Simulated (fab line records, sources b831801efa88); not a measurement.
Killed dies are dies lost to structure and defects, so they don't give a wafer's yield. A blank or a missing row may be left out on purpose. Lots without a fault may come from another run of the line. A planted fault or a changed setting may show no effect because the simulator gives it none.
A struck lot beside a sound one | flow sky130 | 15 steps out of a route of 708
Sound: wafers L836.2, L836.3, L836.5. Struck: wafers L843.2, L843.4, L843.6. The cause comes at the end.
At each step with rows: each side's tool, then ch and its chambers, then its first start. Under that, the readings that differ: sound wafers | struck wafers | difference of the means | sigmas: that difference in standard deviations of wafers without a fault.
alike: readings whose means differ by less than 2 such deviations, and words and numbers that are the same on both sides. not compared: withheld readings, readings that some wafer has no value for, bounds like >300 that may hide the same value, and numbers for which the record gives no deviation and whose values overlap.
The two part at a step that has a row with sigmas, a row that says differs or no value, or rows on one side only. Numbers that don't overlap but have no deviation are shown without sigmas and don't part them. A reading that every wafer of one side lacks parts them only if that side has two wafers or more.

first, 2 steps without rows for these wafers: SKY_LDD_LDN_IMPLANT_10; SKY_LDD_LDN_IMPLANT_11.
SKY_LDD_LDN_STRIP_12: strips in O2/N2.
  sound on plasma_asher-01 ch 0,1, day 23 15:26; struck on plasma_asher-04 ch 1, day 26 20:32
  alike: drypump_motor_current_A, oes_product_au, strip_time_to_endpoint_s
  not compared: rf_hours_counter_h
SKY_LDD_LDN_TW_MEAS_13:
  sound on film_metro-01, day 23 15:32; struck on film_metro-01, day 26 20:38
  alike: LDD_LDN_TW
then, 2 steps without rows for these wafers: SKY_LDD_LDN_CLEAN_14 (cleans in SC1/SC2, time 150 s); SKY_SPACER_CVD_00 (deposits Si3N4 from DCS/NH3, target thk 43.1 nm, time 740 s).
SKY_SPACER_THK_MEAS_01:
  sound on film_metro-02, day 23 18:32; struck on film_metro-02, day 27 00:26
  alike: SPACER_CVD_00_THK
SKY_SPACER_ETCHBACK_02: etches Si3N4 in CH3F/O2, stops on SiO2, time 46.7 s, target depth 45 nm.
  sound on rie_diel-04 ch 1,3, day 23 18:35; struck on rie_diel-01 ch 1,2,3, day 27 00:29
  alike: drypump_motor_current_A, oes_product_au, throttle_valve_pct
  not compared: rf_hours_counter_h
then, 4 steps without rows for these wafers: SKY_POLY_CUT_DEHYDRATE_00 (time 60 s); SKY_POLY_CUT_HMDS_01 (prime time 60 s); SKY_POLY_CUT_COAT_02 (resist thk 60 nm); SKY_POLY_CUT_COAT_03 (resist thk 450 nm).
SKY_POLY_CUT_SOFTBAKE_04: time 90 s.
  sound on litho_track-02 ch 0, day 24 10:00; struck on litho_track-02 ch 0, day 27 14:00
  reading          | sound                | struck               | difference | sigmas
  run_length_s (s) | 119.07 119.10 119.15 | 124.73 124.45 124.54 | +5.47      | +27
  alike: exhaust_pa
then, 1 step without rows for these wafers: SKY_POLY_CUT_EXPOSE_05 (exposes mask NPCM, target cd 270 nm).
SKY_PAD_OPEN_PROBE_99:
  the record has rows for the sound wafers here (prober-01, day 46 12:19) and none for the struck ones

WHERE THEY PART
First at SKY_POLY_CUT_SOFTBAKE_04; last, within this record, at SKY_PAD_OPEN_PROBE_99.

WHY: what the simulator had put in
Process parameter drift: litho_track-02, from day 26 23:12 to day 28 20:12, at SKY_POLY_CUT_SOFTBAKE_04. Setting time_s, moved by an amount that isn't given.
